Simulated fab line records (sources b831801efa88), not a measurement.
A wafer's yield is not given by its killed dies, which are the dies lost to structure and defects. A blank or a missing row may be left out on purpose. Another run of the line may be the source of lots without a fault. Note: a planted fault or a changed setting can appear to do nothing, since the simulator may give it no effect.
Chamber matching	flow gf180mcu	GF_HV_LDD_CLEAN_51 on wet bench-01 has 3 sister chambers
The step cleans in SC1/SC2, time 150 s. 3 wafers are shown with their chamber, then 7 later ones without.

WAFERS PAIRED WITH THEIR CHAMBERS
wafer	chamber	temp c (C)
L346.6	0	70.01
L355.6	1	70.06
L356.2	3	69.94

WAFERS WHOSE CHAMBER IS MISSING
wafer	temp c (C)
L356.5	70.08
L364.1	69.95
L364.3	69.84
L364.4	70.11
L368.1	70.04
L368.3	70.05
L368.5	70.08

WHICH CHAMBER EACH ONE RAN IN
wafer	from the rows above	in truth
L356.5	can't be placed: 1 or 0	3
L364.1	can't be placed: 3 or 0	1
L364.3	can't be placed: 3 or 0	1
L364.4	can't be placed: 1 or 0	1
L368.1	can't be placed: 1 or 0 or 3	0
L368.3	can't be placed: 1 or 0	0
L368.5	can't be placed: 1 or 0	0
Placed correctly: 0 of 7. Not placeable from these rows: 7 (in 4, the candidates include the true chamber). Wrongly placed: 0.
How it was worked out, from the rows above alone: a wafer's distance from a chamber is the root of the sum, over the readings, of the square of ((its reading less the chamber's mean) divided by the reading's scatter). If the next closest chamber is less than 2 further off than the closest, the wafer can't be placed; otherwise it belongs to the closest. The mean given for a chamber averages the wafers shown for that chamber. The scatter (one wafer shown for each chamber): square how far every hidden wafer sits from the nearest shown wafer, average those squares and take the square root.
